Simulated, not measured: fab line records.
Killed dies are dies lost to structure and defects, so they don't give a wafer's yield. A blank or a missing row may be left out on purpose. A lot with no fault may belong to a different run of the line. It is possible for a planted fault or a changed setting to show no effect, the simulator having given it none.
Check for tools in common    flow sky130    12 lots and 36 wafers in the sample

== REASON IT WAS OPENED ==
At SKY_NWELL_TW_MEAS_15 the reading NWELL_TW is flagged on 2 of 12 lots. No-fault wafers: 1829, standard deviation 8.
Rule: a lot is flagged in two cases, either no wafer of it has a number, or all its wafers with numbers fall more than 4 standard deviations from that mean. The other lots count as sound.

lot   measured      on             NWELL_TW, wafer by wafer  flag
L409  day 4 11:32   film-metro-02  1832 1838 1837            
L410  day 4 19:16   film-metro-02  1829 1821 1828            
L414  day 5 20:32   film-metro-01  1815 1824 1825            
L415  day 6 03:28   film-metro-04  1827 1832 1827            
L422  day 7 18:06   film-metro-04  1721 1720 1714            FLAGGED
L424  day 8 04:40   film-metro-01  1711 1713 1719            FLAGGED
L426  day 8 15:35   film-metro-01  1827 1826 1828            
L428  day 9 05:47   film-metro-01  1830 1832 1828            
L429  day 9 10:26   film-metro-02  1848 1830 1837            
L430  day 9 15:54   film-metro-04  1820 1813 1824            
L431  day 9 21:19   film-metro-01  1832 1838 1835            
L432  day 10 06:39  film-metro-01  1825 1822 1824            
The numbers of the flagged lots are 1716 on average: -113 against the usual, or -14 standard deviations.

== EACH LOT AND THE TOOL IT RAN ON ==
The record keeps 1 process step preceding the reading, out of 708 steps on the route. Every cell lists first the tool, next ch and the chambers used by the sampled wafers, and last the start.
lot   flag     SKY_NWELL_IMPLANT_11
L409           implanter-02 ch 0, day 4 11:01
L410           implanter-02 ch 0, day 4 18:44
L414           implanter-03 ch 0, day 5 20:02
L415           implanter-03 ch 0, day 6 02:56
L422  FLAGGED  implanter-02 ch 0, day 7 17:34
L424  FLAGGED  implanter-02 ch 0, day 8 04:09
L426           implanter-04 ch 0, day 8 15:02
L428           implanter-04 ch 0, day 9 05:14
L429           implanter-03 ch 0, day 9 09:53
L430           implanter-04 ch 0, day 9 15:22
L431           implanter-04 ch 0, day 9 20:46
L432           implanter-04 ch 0, day 10 06:06
What these steps do:
- SKY_NWELL_IMPLANT_11
- SKY_NWELL_TW_MEAS_15

== FLAGGED AGAINST TOTAL, ONE TOOL AT A TIME (gauges that did the reading follow at the end) ==
step                  tool           lots run  flagged  share of the flagged lots  sound lots run after its first flagged lot
SKY_NWELL_IMPLANT_11  implanter-02   4         2        all                        0
SKY_NWELL_IMPLANT_11  implanter-03   3         0        none                       -
SKY_NWELL_IMPLANT_11  implanter-04   5         0        none                       -
SKY_NWELL_TW_MEAS_15  film-metro-01  6         1        some                       4 (L426,L428,L431,L432)
SKY_NWELL_TW_MEAS_15  film-metro-02  3         0        none                       -
SKY_NWELL_TW_MEAS_15  film-metro-04  3         1        some                       1 (L430)

== WHAT THE TABLE PERMITS ==
Rows of the table that ran each flagged lot: 1, that is implanter-02 at SKY_NWELL_IMPLANT_11.
- implanter-02 at SKY_NWELL_IMPLANT_11: 2 of its 4 lots flagged. A fault beginning between L410 (day 4 18:44), its last sound lot, and L422 (day 7 17:34), its first flagged one, fits the data. Its own readings (beam-on-s, faraday-current-uA) fall more than 4 standard deviations out on all wafers of the flagged lots.
One tool is left: implanter-02 at SKY_NWELL_IMPLANT_11.

== WHAT THE SIMULATOR HAD PUT IN ==
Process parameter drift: implanter-02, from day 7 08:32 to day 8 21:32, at SKY_NWELL_IMPLANT_11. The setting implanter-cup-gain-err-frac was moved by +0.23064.
Lots struck among those shown: L422, L424. The same result came from the rule above.
